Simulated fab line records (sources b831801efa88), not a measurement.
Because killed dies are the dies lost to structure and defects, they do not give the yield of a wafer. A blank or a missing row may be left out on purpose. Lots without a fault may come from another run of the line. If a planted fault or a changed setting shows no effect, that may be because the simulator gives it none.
8D (eight disciplines) problem report, filled in by code / flow sky130 / the parts of the form that need people (team, actions taken, sign-off) are left out

== 1. WHAT IS WRONG ==
Mean of killed_at_other at SKY_PAD_OPEN_PROBE_99: 59.3 over 3 wafers from 1 lot, against 0.3 (standard deviation 0.8) on wafers with no fault. Measured from the usual mean, that is +74 standard deviations.
The first sign was on wafer L369.1 at day 49 02:05, on prober-02. The record holds 9 wafers of 3 lots with a number at this step. By rule, "out" or "out of limits" means more than 4 standard deviations away from the usual mean. Any other wafer with a number is counted as sound.

== 2. WHAT IT IS, AND WHAT IT ISN'T ==
question=which readings at this step | is=killed_at_other, defect_limited_yield, killed_dies, sort_bin_3_pad_short, sort_bin_5_function, sort_n_pass, sort_yield_pct | is not=killed_at_M0_to_M3, killed_at_M4_up, killed_at_contacts, killed_at_front_end, killed_open, killed_short, sort_bin_6_memory
question=which lots | is=L369 | is not=L364, L375
question=which wafers of those lots | is=all that have a number | is not=-
question=read on which tools | is=prober-02 | is not=-
question=when | is=from day 49 02:05 | is not=up to then (3 sound wafers); but 3 sound wafers of L375 came after

== 3. SUSPECTS, AND WHAT RULES EACH OUT ==
Counting: a tool stays on the suspect list if, at a process step up to the reading, it processed all lots that are out and no sound lot following the first of them.
- cvd_w-01 at SKY_LI_CONTACT_CVD_21 (deposits W, target thk 400 nm, time 120.56 s): kept. It ran the lot that is out, L369 (day 33 13:21), and no sound lot after that; its last sound lot up to then is L364 (day 32 10:56).
- pecvd-01 at SKY_CONTACT_CVD_00 (deposits Si3N4, target thk 75 nm): ruled out as a lasting fault. Sound lots L375 ran on it after its first lot that is out, L369 (day 34 17:01).
- pecvd-02 at SKY_CAPM_CVD_00 (deposits SiO2, target thk 15.5 nm): kept. It ran the lot that is out, L369 (day 40 11:32), and no sound lot after that; its last sound lot up to then is L364 (day 39 10:23).
- prober-02 at SKY_PAD_OPEN_PROBE_99: ruled out as a lasting fault. Sound lots L375 ran on it after its first lot that is out, L369 (day 49 02:05).
Remaining after the count are cvd_w-01 at SKY_LI_CONTACT_CVD_21 and pecvd-02 at SKY_CAPM_CVD_00.

== 4. THE CAUSE (what the simulator had put in) ==
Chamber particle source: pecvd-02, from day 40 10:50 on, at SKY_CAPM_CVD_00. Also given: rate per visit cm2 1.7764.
Counting leaves 2 suspects; this tool is one of them.

== 5. THE CHAIN OF EFFECTS, in route order ==
Rows list readings where the struck wafers' mean (over those with a number) sits beyond 3 standard deviations from the usual. Only readings for which the record gives a usual standard deviation are gone through. hours: the time from each lot's start at the first step in this table that gives one to its start at this step, as a median over the lots. sigmas: the change in usual standard deviations.
hours=0; step=SKY_PAD_OPEN_PROBE_99; reading=defect_limited_yield; usual=82.6 %; on struck wafers=71.1; change=-11.5; sigmas=-6.4
hours=0; step=SKY_PAD_OPEN_PROBE_99; reading=killed_at_other; usual=0.3; on struck wafers=59.3; change=+59.0; sigmas=+74
hours=0; step=SKY_PAD_OPEN_PROBE_99; reading=killed_dies; usual=85; on struck wafers=142; change=+57; sigmas=+6.6
hours=0; step=SKY_PAD_OPEN_PROBE_99; reading=sort_bin_3_pad_short; usual=0.9 %; on struck wafers=5.6; change=+4.7; sigmas=+12
hours=0; step=SKY_PAD_OPEN_PROBE_99; reading=sort_bin_5_function; usual=10.3 %; on struck wafers=17.6; change=+7.3; sigmas=+5.6
hours=0; step=SKY_PAD_OPEN_PROBE_99; reading=sort_n_pass; usual=407; on struck wafers=350; change=-57; sigmas=-6.5
hours=0; step=SKY_PAD_OPEN_PROBE_99; reading=sort_yield_pct; usual=82.6 %; on struck wafers=71.1; change=-11.5; sigmas=-6.4
The process steps in it:
- SKY_PAD_OPEN_PROBE_99

== 6. WHAT WOULD HAVE CAUGHT IT SOONER ==
207 hours passed between the start of the fault at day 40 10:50 and the first reading out of limits in this record, taken at day 49 02:05.
Tool readings at SKY_CAPM_CVD_00 with a usual standard deviation given in the record: none out on any struck wafer, hence no alarm at a limit of 4 standard deviations on them.
The start of SKY_CAPM_CVD_00 on pecvd-02 came by day 49 02:05 for every one of the lots that are out (1). A hold on the tool at that time would have spared none of them.
